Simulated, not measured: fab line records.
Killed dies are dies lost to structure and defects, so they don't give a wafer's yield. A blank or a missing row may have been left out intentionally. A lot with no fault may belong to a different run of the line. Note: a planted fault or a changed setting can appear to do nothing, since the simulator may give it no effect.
What tool caused it? || flow sky130 || route of 708 steps, sampled at 1 step: 12 lots, 36 wafers

== WHAT EACH GAUGE READ, for each wafer ==
SKY_LDD_P_CD_MEAS_07: target cd 380 nm.
{"lot": "L075", "measured": "day 19 09:39", "on": "cd sem-01", "cd nm (nm)": "379.0 377.5 379.5"}
{"lot": "L077", "measured": "day 20 06:01", "on": "cd sem-02", "cd nm (nm)": "380.5 380.5 379.3"}
{"lot": "L079", "measured": "day 21 10:49", "on": "cd sem-02", "cd nm (nm)": "377.1 374.7 379.3"}
{"lot": "L081", "measured": "day 21 20:50", "on": "cd sem-02", "cd nm (nm)": "378.7 380.9 380.8"}
{"lot": "L083", "measured": "day 22 17:01", "on": "cd sem-02", "cd nm (nm)": "381.3 381.9 379.1"}
{"lot": "L085", "measured": "day 23 11:48", "on": "cd sem-01", "cd nm (nm)": "380.3 381.5 380.8"}
{"lot": "L087", "measured": "day 24 01:49", "on": "cd sem-01", "cd nm (nm)": "376.0 377.7 377.0"}
{"lot": "L089", "measured": "day 24 18:29", "on": "cd sem-01", "cd nm (nm)": "377.2 379.3 378.3"}
{"lot": "L091", "measured": "day 25 06:40", "on": "cd sem-02", "cd nm (nm)": "378.9 377.0 376.5"}
{"lot": "L093", "measured": "day 26 02:04", "on": "cd sem-01", "cd nm (nm)": "382.1 382.0 384.1"}
{"lot": "L095", "measured": "day 26 17:54", "on": "cd sem-01", "cd nm (nm)": "383.4 382.7 383.6"}
{"lot": "L097", "measured": "day 27 08:23", "on": "cd sem-01", "cd nm (nm)": "379.1 381.1 380.9"}

== EACH LOT AND THE TOOL THAT RAN IT (in order: tool; ch and the chambers of the sampled wafers; start) ==
The record shows no process step preceding these readings.

== THE ANSWER, worked out from the rows above alone ==
Rule: the lots themselves supply what counts as usual. Put in order of their means at a reading, lots are off if they are a third of the lots or fewer, leave a main group of 4 or more, and stand apart from it by a gap of 3 or more times the standard deviation of the main group's means; of several such gaps the widest counts. The tables above print the reading to a certain number of digits; a main group whose means all agree to those digits is not used. Also off: a lot with no number at a reading for which 4 or more lots have one. The other lots that the step has rows for count as sound.
None of the lots is off at any reading shown; this tells nothing.

== WHAT THE SIMULATOR HAD PUT IN ==
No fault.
